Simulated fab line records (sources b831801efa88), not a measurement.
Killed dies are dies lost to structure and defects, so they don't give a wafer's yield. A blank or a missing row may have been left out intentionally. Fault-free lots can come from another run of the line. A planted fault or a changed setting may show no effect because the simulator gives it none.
The tool behind it: which one?    flow gf180mcu    13 lots with 39 wafers sampled at 4 steps, on a route of 602 steps

## WHAT THE GAUGES SHOWED, per wafer
GF_V5_THK_MEAS_25: measures by xrf.
lot   measured      on             V5_W_THK (nm)
L522  day 27 07:20  film_metro-02  345 342 344
L525  day 28 09:25  film_metro-04  348 353 351
L526  day 28 11:07  film_metro-01  350 359 350
L528  day 29 06:40  film_metro-02  341 350 347
L530  day 29 18:28  film_metro-01  343 347 346
L531  day 30 04:27  film_metro-02  350 348 352
L532  day 30 13:48  film_metro-01  352 351 352
L539  day 32 03:59  film_metro-04  350 351 343
L540  day 32 07:56  film_metro-04  354 350 344
L541  day 32 17:38  film_metro-04  343 348 347
L542  day 33 01:02  film_metro-02  352 347 344
L543  day 33 06:32  film_metro-01  354 354 357
L545  day 33 11:24  film_metro-04  353 350 347

GF_TOP_METAL_RS_MEAS_05: uses a four-point probe to measure.
lot   measured      on             TOP_METAL_ALCU_RS (ohm/sq)
L522  day 27 07:56  film_metro-01  0.0324 0.0329 0.0328
L525  day 28 09:59  film_metro-04  0.0327 0.0327 0.0326
L526  day 28 11:43  film_metro-03  0.0329 0.0327 0.0324
L528  day 29 07:16  film_metro-01  0.0326 0.0326 0.0330
L530  day 29 19:04  film_metro-04  0.0326 0.0324 0.0325
L531  day 30 05:02  film_metro-04  0.0329 0.0326 0.0322
L532  day 30 14:23  film_metro-03  0.0324 0.0328 0.0327
L539  day 32 04:34  film_metro-01  0.0336 0.0327 0.0329
L540  day 32 08:32  film_metro-03  0.0328 0.0325 0.0325
L541  day 32 18:14  film_metro-01  0.0327 0.0332 0.0325
L542  day 33 01:37  film_metro-01  0.0326 0.0327 0.0328
L543  day 33 07:07  film_metro-01  0.0327 0.0325 0.0320
L545  day 33 11:59  film_metro-04  0.0331 0.0331 0.0329

## WHICH TOOL RAN EACH LOT (tool, then ch and the chambers of the sampled wafers, then the start)
lot   GF_M2_SPUTTER_02              GF_TOP_METAL_SPUTTER_00
L522  pvd_sputter-04, day 18 05:40  pvd_sputter-04, day 27 07:40
L525  pvd_sputter-04, day 19 12:05  pvd_sputter-02, day 28 09:46
L526  pvd_sputter-02, day 19 15:52  pvd_sputter-01, day 28 11:28
L528  pvd_sputter-02, day 20 15:23  pvd_sputter-04, day 29 07:00
L530  pvd_sputter-02, day 21 06:55  pvd_sputter-01, day 29 18:49
L531  pvd_sputter-04, day 21 18:20  pvd_sputter-01, day 30 04:49
L532  pvd_sputter-04, day 22 06:12  pvd_sputter-04, day 30 14:09
L539  pvd_sputter-02, day 24 09:23  pvd_sputter-01, day 32 04:20
L540  pvd_sputter-02, day 24 15:31  pvd_sputter-04, day 32 08:17
L541  pvd_sputter-01, day 25 00:17  pvd_sputter-02, day 32 17:59
L542  pvd_sputter-01, day 25 09:57  pvd_sputter-04, day 33 01:24
L543  pvd_sputter-01, day 25 17:59  pvd_sputter-04, day 33 06:53
L545  pvd_sputter-02, day 26 01:25  pvd_sputter-02, day 33 11:46
- GF_M2_SPUTTER_02: material AlCu, target thk 450 nm, time 23.9 s.
- GF_TOP_METAL_SPUTTER_00: material Ti, target thk 37.5 nm, time 150 s.

## AS READ BY THE TOOLS THEMSELVES (means over the sampled wafers that have a number; for cases with no such wafer, the mark the record gives instead)
GF_M2_SPUTTER_02.
lot   tool            throttle_valve_pct (%)
L522  pvd_sputter-04  29.5
L525  pvd_sputter-04  29.5
L526  pvd_sputter-02  30.8
L528  pvd_sputter-02  31.3
L530  pvd_sputter-02  31.2
L531  pvd_sputter-04  29.4
L532  pvd_sputter-04  29.3
L539  pvd_sputter-02  31.3
L540  pvd_sputter-02  31.2
L541  pvd_sputter-01  30.1
L542  pvd_sputter-01  30.9
L543  pvd_sputter-01  31.5
L545  pvd_sputter-02  30.5

GF_TOP_METAL_SPUTTER_00.
lot   tool            throttle_valve_pct (%)
L522  pvd_sputter-04  29.4
L525  pvd_sputter-02  31.1
L526  pvd_sputter-01  30.2
L528  pvd_sputter-04  29.4
L530  pvd_sputter-01  30.2
L531  pvd_sputter-01  30.9
L532  pvd_sputter-04  29.6
L539  pvd_sputter-01  30.9
L540  pvd_sputter-04  29.4
L541  pvd_sputter-02  29.9
L542  pvd_sputter-04  29.5
L543  pvd_sputter-04  29.6
L545  pvd_sputter-02  30.9

## THE ANSWER, worked out from the rows above alone
Rule: the usual values come from the lots themselves. Put in order of their means at a reading, lots are off if they are a third of the lots or fewer, leave a main group of 4 or more, and stand apart from it by a gap of 3 or more times the standard deviation of the main group's means; of several such gaps the widest counts. If all means in a main group match to the digits the tables above print for the reading, that group is not used. Also off: a lot with no number at a reading for which 4 or more lots have one. Any other lot the step has rows for is counted as sound. The gauges are gone through in route order, then the tools' own readings, and for those a lot's mean is taken as printed above. At the first step where some lot is off, the reading lying furthest off is the one used; lots without a number count as furthest.
None of the lots is off at any reading shown; this tells nothing.

## WHAT WAS PUT IN BY THE SIMULATOR
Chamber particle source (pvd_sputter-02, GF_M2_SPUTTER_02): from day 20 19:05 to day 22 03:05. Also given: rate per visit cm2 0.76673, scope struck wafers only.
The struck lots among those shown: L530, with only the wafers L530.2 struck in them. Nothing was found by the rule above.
